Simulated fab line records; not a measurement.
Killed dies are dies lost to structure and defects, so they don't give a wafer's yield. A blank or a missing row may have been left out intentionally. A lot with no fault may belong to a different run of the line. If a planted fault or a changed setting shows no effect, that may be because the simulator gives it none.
A struck lot beside a sound one / flow gf180mcu / 37 steps out of a route of 602
Sound: the wafers L449.1, L449.5, L449.6. Struck: wafer L447.6. (L447.1, L447.5 of the same lot were not struck and are left out.) The cause comes at the end.
Order at every step that has rows: each side's tool, ch and its chambers, its first start. Under that, the readings that differ: sound wafers / struck wafers / difference of the means / sigmas: that difference in standard deviations of wafers without a fault.
alike: readings with means less than 2 such deviations apart, plus words and numbers identical on both sides. not compared: withheld readings, readings lacking a value on some wafer, bounds such as >300 that could conceal the same value, and numbers that have no deviation in the record and whose values overlap.
Wherever a step has rows on one side only, a row that says differs or no value, or a row with sigmas, the two part there. Non-overlapping numbers with no deviation appear without sigmas and do not part them. Lack of a reading on every wafer of one side parts them only where that side has two or more wafers.

first, 2 steps without rows for these wafers: GF_M3_PEB_12 (peb time 90 s); GF_M3_DEVELOP_13 (develop time 60 s).
GF_M3_CD_MEAS_14: target cd 280 nm.
  sound on cd-sem-02, day 27 17:29; struck on cd-sem-02, day 26 22:41
  alike: cd-nm
GF_M3_OVL_MEAS_15:
  sound on overlay-01, day 27 17:37; struck on overlay-02, day 26 22:49
reading=M3_OVL (nm); sound=7 10 14; struck=-2; difference=-12; sigmas=-3
then, 1 step without rows for these wafers: GF_M3_METAL_ETCH_16 (etches the open film in Cl2/BCl3, stops on SiO2, target depth 627.5 nm, time 104.6 s).
GF_M3_STRIP_17: strips in O2/N2.
  sound on plasma-asher-03 ch 0,1, day 27 17:46; struck on plasma-asher-02 ch 1, day 26 22:58
  alike: drypump-motor-current-A, heater-power-w, o2-flow-sccm, oes-product-au, platen-temp-c, strip-time-to-endpoint-s
  not compared: rf-hours-counter-h
then, 3 steps without rows for these wafers: GF_M3_STRIP_18 (strips in post etch residue remover, time 1200 s); GF_M3_CLEAN_19 (cleans in DIW); GF_V3_CVD_00 (deposits SiO2, target thk 600 nm, time 100 s).
GF_V3_THK_MEAS_01:
  sound on film-metro-01, day 27 18:46; struck on film-metro-03, day 26 23:40
  alike: V3_CVD_00_THK
then, 1 step without rows for these wafers: GF_V3_CVD_02 (deposits SiO2 from TEOS, target thk 850 nm, time 94.851 s).
GF_V3_THK_MEAS_03:
  sound on film-metro-02, day 27 18:54; struck on film-metro-01, day 26 23:48
  alike: V3_CVD_02_THK
GF_V3_CMP_04: polishes SiO2.
  sound on cmp-02 ch 0,1,3, day 27 19:07; struck on cmp-01 ch 0, day 26 23:55
reading=time-to-endpoint-s (s); sound=73 84 78; struck=20; difference=-58; sigmas=-10
reading=model.SiO2_of_V3_CVD_02.thk-nm (nm); sound=630.7 633.9 632.4; struck=791.1; difference=+158.8; sigmas=
  alike: edge-zone-pressure-frac, motor-current-A
GF_V3_BOW_MEAS_05:
  sound on film-metro-02, day 27 19:16; struck on film-metro-02, day 27 00:10
  alike: V3_BOW
then, 8 steps without rows for these wafers: GF_V3_DEHYDRATE_06 (time 60 s); GF_V3_HMDS_07 (prime time 60 s); GF_V3_COAT_08; GF_V3_COAT_09 (resist thk 1000 nm); GF_V3_SOFTBAKE_10 (time 60 s); GF_V3_EXPOSE_11 (exposes mask Via3, target cd 260 nm); GF_V3_PEB_12 (peb time 90 s); GF_V3_DEVELOP_13 (develop time 60 s).
GF_V3_CD_MEAS_14: target cd 260 nm.
  sound on cd-sem-01, day 28 14:53; struck on cd-sem-02, day 27 19:50
  alike: cd-nm
GF_V3_OVL_MEAS_15:
  sound on overlay-02, day 28 15:00; struck on overlay-01, day 27 19:58
  alike: V3_OVL
GF_V3_ETCH_16: etches BARC in N2/H2.
  sound on rie-diel-02 ch 2,3, day 28 15:02; struck on rie-diel-01 ch 0, day 27 19:59
  alike: drypump-motor-current-A, oes-product-au, rf-fwd-power-W, throttle-valve-pct
GF_V3_ETCH_17: etches SiO2 in C4F8/O2/Ar, stops on TiN, target depth 635 nm.
  sound: rie-diel-02 ch 2,3; struck: rie-diel-01 ch 0
reading=oes-product-au (a.u.); sound=0.852 0.859 0.853; struck=0.976; difference=+0.121; sigmas=+26
reading=rf-fwd-power-W (W); sound=1494 1495 1488; struck=1482; difference=-10; sigmas=-2
reading=model.V3.feature-depth-nm (nm); sound=630.7 633.9 632.4; struck=791.1; difference=+158.8; sigmas=
reading=model.etch.depth-nm (nm); sound=630.7 633.9 632.4; struck=791.1; difference=+158.8; sigmas=
then, 4 steps without rows for these wafers: GF_V3_STRIP_18 (strips in O2/N2); GF_V3_STRIP_19 (strips in post etch residue remover, time 1200 s); GF_V3_CLEAN_20 (cleans in DIW); GF_V3_SPUTTER_21 (material Ti, target thk 15 nm, time 80.02 s).
GF_V3_SPUTTER_22: material TiN, target thk 10 nm, time 40 s.
  sound on pvd-sputter-03, day 28 15:46; struck on pvd-sputter-03, day 27 20:53
  alike: throttle-valve-pct
GF_V3_CVD_23: deposits W, target thk 350 nm, time 104.9 s.
  sound on cvd-w-02 ch 0,1, day 28 15:48; struck on cvd-w-01 ch 0, day 27 20:56
  alike: heater-power-w
GF_V3_RS_MEAS_24: measurement is done with a four-point probe.
  sound on film-metro-02, day 28 15:55; struck on film-metro-02, day 27 21:02
  alike: V3_W_RS
GF_V3_THK_MEAS_25: measures by xrf.
  sound on film-metro-02, day 28 16:02; struck on film-metro-02, day 27 21:10
  alike: V3_W_THK
GF_V3_CMP_26: polishes, stops on SiO2, t overpolish 15 s, target thk 0 nm.
  sound on cmp-01 ch 0,1,2, day 28 16:14; struck on cmp-02 ch 1, day 27 21:19
reading=model.SiO2_of_V3_CVD_02.thk-nm (nm); sound=626.9 630.1 628.6; struck=787.3; difference=+158.8; sigmas=
  alike: edge-zone-pressure-frac, motor-current-A
GF_M4_SPUTTER_00: material Ti, target thk 37.5 nm, time 150 s.
  sound on pvd-sputter-01, day 28 16:23; struck on pvd-sputter-01, day 27 21:31
reading=throttle-valve-pct (%); sound=30.1 30.1 31.5; struck=32.7; difference=+2.1; sigmas=+2
-- the record jumps here: 6 days lie between the struck wafers' starts before and after (it left off in module M4 and takes up again in module PASSIVATION, whose first step shown is number 602 of the route) --
GF_PASSIVATION_PROBE_99:
  sound on prober-02, day 34 04:02; struck on prober-02, day 33 12:15
reading=model.etest.via3-chain.rc-ohm; sound=6.153 6.478 6.377; struck=10.39; difference=+4.05; sigmas=
reading=model.etest.met4-comb.leak-log10-a-um; sound=-12.18 -12.09 -11.82; struck=-11.08; difference=+0.95; sigmas=

## WHERE THEY PART
Earliest at GF_M3_OVL_MEAS_15; latest, in this record, at GF_M4_SPUTTER_00.

WHY: what the simulator had put in
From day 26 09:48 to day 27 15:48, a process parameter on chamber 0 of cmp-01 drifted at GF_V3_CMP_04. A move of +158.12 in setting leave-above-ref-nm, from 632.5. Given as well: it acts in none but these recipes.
